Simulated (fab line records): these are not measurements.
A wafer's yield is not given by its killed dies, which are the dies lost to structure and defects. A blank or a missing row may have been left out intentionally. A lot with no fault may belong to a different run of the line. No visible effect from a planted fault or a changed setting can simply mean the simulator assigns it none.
Comparing a struck lot with a sound one / flow sky130 / 16 out of 708 route steps
Sound: wafers L347.3, L347.4, L347.6. Struck: wafers L357.3, L357.6. (L357.5 of the same lot was not struck and is left out.) The cause comes at the end.
Per side, at each step with rows, come the tool, then ch with its chambers, and then its first start. Under that, the readings that differ: sound wafers / struck wafers / difference of the means / sigmas: that difference in standard deviations of wafers without a fault.
alike: a reading whose means differ by less than 2 such deviations, as well as words and numbers matching on both sides. not compared: withheld readings; readings where some wafer has no value; bounds like >300 that might hide an equal value; numbers whose values overlap and for which the record gives no deviation.
The two part at a step that has a row with sigmas, a row that says differs or no value, or rows on one side only. Numbers that don't overlap but have no deviation are shown without sigmas and don't part them. Lack of a reading on every wafer of one side parts them only where that side has two or more wafers.

first, 7 steps without rows for these wafers: SKY_METAL4_HMDS_06 (prime time 60 s); SKY_METAL4_COAT_07 (resist thk 60 nm); SKY_METAL4_COAT_08 (resist thk 1140 nm); SKY_METAL4_SOFTBAKE_09 (time 90 s); SKY_METAL4_EXPOSE_10 (exposes mask MM4, target cd 300 nm); SKY_METAL4_PEB_11; SKY_METAL4_DEVELOP_12 (develop time 60 s).
SKY_METAL4_CD_MEAS_13 targets a cd of 300 nm.
  sound on cd-sem-01 at day 45 03:31; struck on cd-sem-01 at day 47 11:17
  alike: cd-nm
SKY_METAL4_OVL_MEAS_14:
  sound on overlay-01 at day 45 03:36; struck on overlay-02 at day 47 11:22
  alike: METAL4_OVL
SKY_METAL4_DESCUM_15: chemistry O2, time 8 s.
  sound on rie-metal-03 ch 0,1, day 45 03:38; struck on rie-metal-01 ch 0,1, day 47 11:24
  alike: drypump-motor-current-A, oes-product-au, rf-fwd-power-W
  not compared: rf-hours-counter-h
SKY_METAL4_ETCH_16: etches BARC in N2/H2, stops on SiO2, time 88.2 s, target depth 60 nm.
  sound on rie-metal-03 ch 0,1, day 45 03:41; struck on rie-metal-01 ch 0,1, day 47 11:28
  alike: drypump-motor-current-A, oes-product-au, rf-fwd-power-W, throttle-valve-pct
  not compared: rf-hours-counter-h
SKY_METAL4_ETCH_17: etches SiO2 in C4F8/O2/Ar, stops on TiN, time 3.9 s, target depth 15 nm.
  sound on rie-diel-04 ch 0,1, day 45 03:45; struck on rie-diel-02 ch 2,3, day 47 11:31
  alike: oes-product-au, rf-fwd-power-W
  not compared: rf-hours-counter-h
SKY_METAL4_METAL_ETCH_18: etches the open film in Cl2/BCl3, stops on SiO2, target depth 845 nm, time 183.1 s.
  sound on rie-metal-02 ch 0,1, day 45 03:50; struck on rie-metal-02 ch 0, day 47 11:36
reading=rf-fwd-power-W (W); sound=896.5 895.6 896.9; struck=756.2 758.2; difference=-139.1; sigmas=-46
reading=model.KrF-thick_of_METAL4_COAT_08.thk-nm (nm); sound=533.1 529.5 528.2; struck=603.5 606; difference=+74.5; sigmas=
reading=model.METAL4.cd-nm (nm); sound=301.2 299.1 304.1; struck=312.7 306.7; difference=+8.2; sigmas=
reading=model.SiO2_of_VIA3_HDPCVD_00.thk-nm (nm); sound=436.3 436.8 436.4; struck=437.8 437; difference=+0.9; sigmas=
  alike: bcl3-flow-sccm, drypump-motor-current-A, oes-product-au, throttle-valve-pct
  not compared: rf-hours-counter-h
SKY_METAL4_STRIP_19: strips in O2/N2.
  sound on plasma-asher-04 ch 0,1, day 45 03:59; struck on plasma-asher-03 ch 1, day 47 11:45
reading=oes-product-au (a.u.); sound=0.506 0.507 0.502; struck=0.536 0.536; difference=+0.031; sigmas=+5
reading=strip-time-to-endpoint-s (s); sound=6.59 6.56 6.53; struck=7.30 7.33; difference=+0.75; sigmas=+8
  alike: drypump-motor-current-A
  not compared: rf-hours-counter-h
then, 1 step without rows for these wafers: SKY_METAL4_STRIP_20 (strips in post etch residue remover, time 1200 s).
-- the record jumps here: 3 days lie between the struck wafers' starts before and after (it left off in module METAL4 and takes up again in module PAD_OPEN, whose first step shown is number 708 of the route) --
SKY_PAD_OPEN_PROBE_99:
  sound on prober-01 at day 48 19:07; struck on prober-02 at day 50 18:17
reading=model.etest.met4.width-nm (nm); sound=296.6 295.3 306.7; struck=313.4 308.7; difference=+11.5; sigmas=
reading=model.etest.met4.line-ohm-um; sound=0.1436 0.1446 0.1393; struck=0.1359 0.1389; difference=-0.0051; sigmas=
  not compared: model.etest.met4-comb.leak-log10-a-um

WHERE THEY PART
First at SKY_METAL4_METAL_ETCH_18; last, within this record, at SKY_METAL4_STRIP_19.

WHY: what the simulator had put in
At SKY_METAL4_METAL_ETCH_18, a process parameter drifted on rie-metal-02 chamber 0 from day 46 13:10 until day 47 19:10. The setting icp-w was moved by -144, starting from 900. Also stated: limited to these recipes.
